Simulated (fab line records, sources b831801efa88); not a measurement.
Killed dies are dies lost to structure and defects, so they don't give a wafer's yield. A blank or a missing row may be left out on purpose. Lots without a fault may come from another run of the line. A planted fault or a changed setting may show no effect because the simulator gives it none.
Which tool did it? | flow gf180mcu | 14 lots, 42 wafers sampled, at 4 steps of a route of 602

WHAT THE GAUGES READ, wafer by wafer
The record holds no reading of a measuring or inspecting step that can be judged against a usual standard deviation.

WHICH TOOL RAN EACH LOT (tool, then ch and the chambers of the sampled wafers, then the start)
lot  | GF_STI_EXPOSE_09                 | GF_CONTACT_ETCH_17                            | GF_V2_SPUTTER_21             | GF_V3_CMP_04
L224 | krf_scanner-01 ch 0, day 2 02:11 | rie_diel-03 ch 0,3, day 20 18:49 or earlier   | pvd_sputter-03, day 20 18:49 | cmp-02 ch 1,2,3, day 21 20:35
L225 | krf_scanner-01 ch 0, day 2 05:40 | rie_diel-03 ch 0,2,3, day 21 02:38 or earlier | pvd_sputter-01, day 21 02:38 | cmp-02 ch 0,1,2, day 22 03:49
L226 | krf_scanner-02 ch 0, day 2 11:57 | rie_diel-01 ch 1,2,3, day 21 12:26 or earlier | pvd_sputter-01, day 21 12:26 | cmp-02 ch 0,1,3, day 22 13:44
L227 | krf_scanner-01 ch 0, day 2 16:32 | rie_diel-04 ch 2,3, day 22 00:12 or earlier   | pvd_sputter-04, day 22 00:12 | cmp-01 ch 0,3, day 23 00:48
L230 | krf_scanner-02 ch 0, day 3 08:05 | rie_diel-03 ch 1,2, day 23 02:35 or earlier   | pvd_sputter-03, day 23 02:35 | cmp-02 ch 0,3, day 24 03:37
L231 | krf_scanner-01 ch 0, day 3 12:44 | rie_diel-01 ch 0,2,3, day 23 10:29 or earlier | pvd_sputter-04, day 23 10:29 | cmp-01 ch 1,2,3, day 24 11:18
L232 | krf_scanner-01 ch 0, day 3 17:46 | rie_diel-04 ch 1,2, day 23 15:04 or earlier   | pvd_sputter-03, day 23 15:04 | cmp-01 ch 0,2, day 24 15:53
L233 | krf_scanner-01, day 3 23:46      | -                                             | -                            | -
L234 | krf_scanner-02, day 4 03:05      | -                                             | -                            | -
L238 | krf_scanner-02 ch 0, day 4 23:44 | rie_diel-01 ch 0,1,2, day 25 14:26 or earlier | pvd_sputter-01, day 25 14:26 | cmp-02 ch 1,2,3, day 26 13:38
L243 | krf_scanner-01 ch 0, day 6 01:06 | rie_diel-04 ch 0,1,2, day 27 04:57 or earlier | pvd_sputter-01, day 27 04:57 | cmp-02 ch 2,3, day 28 03:50
L244 | krf_scanner-02 ch 0, day 6 06:35 | rie_diel-04 ch 1,2,3, day 27 12:37 or earlier | pvd_sputter-04, day 27 12:37 | cmp-01 ch 0,1,3, day 28 10:02
L245 | krf_scanner-01 ch 0, day 6 11:18 | rie_diel-03 ch 0,1,3, day 27 21:10 or earlier | pvd_sputter-03, day 27 21:10 | cmp-01 ch 0,1,2, day 28 18:02
L246 | krf_scanner-02 ch 0, day 6 16:25 | rie_diel-03 ch 0,1, day 27 23:10 or earlier   | pvd_sputter-03, day 27 23:10 | cmp-01 ch 0,1,3, day 28 20:32
- GF_STI_EXPOSE_09: exposes mask COMP, target cd 220 nm.
- GF_CONTACT_ETCH_17: etches SiO2 in C4F8/O2/Ar, stops on CoSi2, target depth 860 nm.
- GF_V2_SPUTTER_21: material Ti, target thk 15 nm, time 80.02 s.
- GF_V3_CMP_04: polishes SiO2.

WHAT THE TOOLS THEMSELVES READ (means of the sampled wafers that have a number; where no wafer has one, the mark that the record gives instead)
GF_STI_EXPOSE_09. Usual: exposure_dose_mJ_cm2 28.003, standard deviation 0.027; focus_offset_nm 0.0 nm, standard deviation 0.57.
lot  | tool           | exposure_dose_mJ_cm2 | focus_offset_nm (nm) | flag
L224 | krf_scanner-01 | 28.040               | -0.3                 |
L225 | krf_scanner-01 | 27.986               | -0.1                 |
L226 | krf_scanner-02 | 28.013               | -0.1                 |
L227 | krf_scanner-01 | 28.000               | 0.2                  |
L230 | krf_scanner-02 | 27.992               | -0.6                 |
L231 | krf_scanner-01 | 28.030               | -0.5                 |
L232 | krf_scanner-01 | 27.988               | -0.5                 |
L233 | krf_scanner-01 | -                    | -                    | OFF
L234 | krf_scanner-02 | -                    | -                    | OFF
L238 | krf_scanner-02 | 28.002               | 0.1                  |
L243 | krf_scanner-01 | 28.012               | 0.4                  |
L244 | krf_scanner-02 | 28.005               | 0.6                  |
L245 | krf_scanner-01 | 27.961               | 0.5                  |
L246 | krf_scanner-02 | 28.025               | -0.4                 |

GF_CONTACT_ETCH_17. Usual: oes_product_au 0.814 a.u., standard deviation 0.0049.
lot  | tool        | oes_product_au (a.u.) | flag
L224 | rie_diel-03 | 0.817                 |
L225 | rie_diel-03 | 0.812                 |
L226 | rie_diel-01 | 0.813                 |
L227 | rie_diel-04 | 0.811                 |
L230 | rie_diel-03 | 0.815                 |
L231 | rie_diel-01 | 0.821                 |
L232 | rie_diel-04 | 0.814                 |
L238 | rie_diel-01 | 0.811                 |
L243 | rie_diel-04 | 0.816                 |
L244 | rie_diel-04 | 0.812                 |
L245 | rie_diel-03 | 0.813                 |
L246 | rie_diel-03 | 0.815                 |

GF_V2_SPUTTER_21. Usual: throttle_valve_pct 30.2 %, standard deviation 1.1.
lot  | tool           | throttle_valve_pct (%) | flag
L224 | pvd_sputter-03 | 29.9                   |
L225 | pvd_sputter-01 | 30.4                   |
L226 | pvd_sputter-01 | 30.4                   |
L227 | pvd_sputter-04 | 31.0                   |
L230 | pvd_sputter-03 | 30.2                   |
L231 | pvd_sputter-04 | 29.2                   |
L232 | pvd_sputter-03 | 30.2                   |
L238 | pvd_sputter-01 | 31.1                   |
L243 | pvd_sputter-01 | 30.4                   |
L244 | pvd_sputter-04 | 30.4                   |
L245 | pvd_sputter-03 | 30.3                   |
L246 | pvd_sputter-03 | 29.9                   |

GF_V3_CMP_04. Usual: motor_current_A 12.5 A, standard deviation 0.93; time_to_endpoint_s 78 s, standard deviation 7.
lot  | tool   | motor_current_A (A) | time_to_endpoint_s (s) | flag
L224 | cmp-02 | 12.8                | 80                     |
L225 | cmp-02 | 12.3                | 88                     |
L226 | cmp-02 | 12.0                | 71                     |
L227 | cmp-01 | 13.4                | 71                     |
L230 | cmp-02 | 13.0                | 82                     |
L231 | cmp-01 | 13.9                | 75                     |
L232 | cmp-01 | 11.1                | 74                     |
L238 | cmp-02 | 12.2                | 79                     |
L243 | cmp-02 | 12.7                | 77                     |
L244 | cmp-01 | 12.6                | 71                     |
L245 | cmp-01 | 11.9                | 72                     |
L246 | cmp-01 | 12.8                | 74                     |

THE ANSWER, worked out from the rows above alone
Rule: a lot is off if the mean of its wafers that have a number lies more than 3 standard deviations from the usual mean. A lot without any number at a reading at which 4 lots or more have one is off too. The other lots that the step has rows for count as sound. The gauges are gone through in route order, then the tools' own readings, and for those a lot's mean is taken as printed above. The first step at which some lot is off is used, and at that step the reading that is off furthest; a lot without a number counts as furthest.
Off: L233, L234, at GF_STI_EXPOSE_09 (exposure_dose_mJ_cm2). Without a number there: L233, L234.
A tool fits if, at that step or a process step before it, it ran every lot that is off, and no sound lot after the first of them. None of those tried fits.

WHAT THE SIMULATOR HAD PUT IN
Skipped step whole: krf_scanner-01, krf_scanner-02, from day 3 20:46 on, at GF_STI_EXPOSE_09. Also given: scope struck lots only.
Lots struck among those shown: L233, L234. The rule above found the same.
